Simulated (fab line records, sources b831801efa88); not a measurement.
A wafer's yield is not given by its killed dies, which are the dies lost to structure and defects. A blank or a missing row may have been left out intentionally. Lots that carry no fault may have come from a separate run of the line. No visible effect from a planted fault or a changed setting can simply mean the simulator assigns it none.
Commonality check across tools -- flow gf180mcu -- 36 wafers sampled across 12 lots

THE REASON FOR OPENING IT
At GF_VT_IMPLANT_TW_MEAS_21 the reading VT_IMPLANT_2_TW is flagged on 1 of 12 lots. Wafers without a fault read 1216, standard deviation 12.
Rule: a lot gets a flag if all its wafers with a number sit over 4 standard deviations from that mean, or if no wafer of it has a number. All remaining lots are regarded as sound.

lot,measured,on,"VT_IMPLANT_2_TW, wafer by wafer",flag
L992,day 6 08:43,film_metro-03,1223 1228 1230,
L993,day 6 12:41,film_metro-01,1224 1222 1229,
L994,day 6 17:17,film_metro-01,1233 1232 1223,
L996,day 7 06:20,film_metro-01,1216 1212 1212,
L100,day 8 08:50,film_metro-03,30 30 30,FLAGGED
L107,day 10 08:35,film_metro-03,1220 1207 1217,
L108,day 10 10:34,film_metro-01,1234 1233 1241,
L111,day 11 04:58,film_metro-03,1224 1220 1221,
L112,day 11 13:01,film_metro-02,1195 1196 1197,
L113,day 11 16:25,film_metro-02,1196 1196 1200,
L114,day 12 02:29,film_metro-03,1221 1220 1227,
L115,day 12 06:37,film_metro-03,1225 1216 1216,
The mean of the flagged lots' numbers is 30, -1186 from the usual (-99 standard deviations).

LOT BY LOT: THE TOOL USED
The record keeps 1 process step preceding the reading, out of 602 steps on the route. Each cell gives the tool, then ch followed by the chambers the sampled wafers passed through, then the start.
lot,flag,GF_VT_IMPLANT_EXPOSE_15
L992,,"iline_stepper-01 ch 0, day 6 01:04"
L993,,"iline_stepper-01 ch 0, day 6 04:51"
L994,,"iline_stepper-02 ch 0, day 6 09:47"
L996,,"iline_stepper-02 ch 0, day 6 22:46"
L100,FLAGGED,"iline_stepper-01 ch 0, day 8 00:43"
L107,,"iline_stepper-01 ch 0, day 10 00:02"
L108,,"iline_stepper-01 ch 0, day 10 01:44"
L111,,"iline_stepper-01 ch 0, day 10 20:04"
L112,,"iline_stepper-01 ch 0, day 11 03:26"
L113,,"iline_stepper-02 ch 0, day 11 07:26"
L114,,"iline_stepper-01 ch 0, day 11 17:37"
L115,,"iline_stepper-01 ch 0, day 11 21:02"
These steps, and what they do:
- GF_VT_IMPLANT_EXPOSE_15: exposes mask Nwell LV AREA, target cd 860 nm.
- GF_VT_IMPLANT_TW_MEAS_21

FLAGGED OVER TOTAL, TOOL BY TOOL (the gauges that took the reading come last)
step,tool,lots run,flagged,share of the flagged lots,sound lots run after its first flagged lot
GF_VT_IMPLANT_EXPOSE_15,iline_stepper-01,9,1,all,"6 (L107,L108,L111,L112,L114,L115)"
GF_VT_IMPLANT_EXPOSE_15,iline_stepper-02,3,0,none,-
GF_VT_IMPLANT_TW_MEAS_21,film_metro-01,4,0,none,-
GF_VT_IMPLANT_TW_MEAS_21,film_metro-02,2,0,none,-
GF_VT_IMPLANT_TW_MEAS_21,film_metro-03,6,1,all,"4 (L107,L111,L114,L115)"

WHAT THE TABLE PERMITS
iline_stepper-01 at GF_VT_IMPLANT_EXPOSE_15 and film_metro-03 at GF_VT_IMPLANT_TW_MEAS_21 are the 2 rows of the table that ran each flagged lot.
- iline_stepper-01 at GF_VT_IMPLANT_EXPOSE_15 ran 9 lots, 1 of them flagged. Sound lots followed the first flagged one (L107, L108, L111, L112, L114, L115) on it, something a lasting fault affecting the whole tool could not allow.
- film_metro-03 at GF_VT_IMPLANT_TW_MEAS_21 ran 6 lots, 1 of them flagged. Sound lots followed the first flagged one (L107, L111, L114, L115) on it, something a lasting fault affecting the whole tool could not allow.
There is no row in the table that ran each flagged lot and no sound lot after the first.

WHAT HAD BEEN PUT IN BY THE SIMULATOR
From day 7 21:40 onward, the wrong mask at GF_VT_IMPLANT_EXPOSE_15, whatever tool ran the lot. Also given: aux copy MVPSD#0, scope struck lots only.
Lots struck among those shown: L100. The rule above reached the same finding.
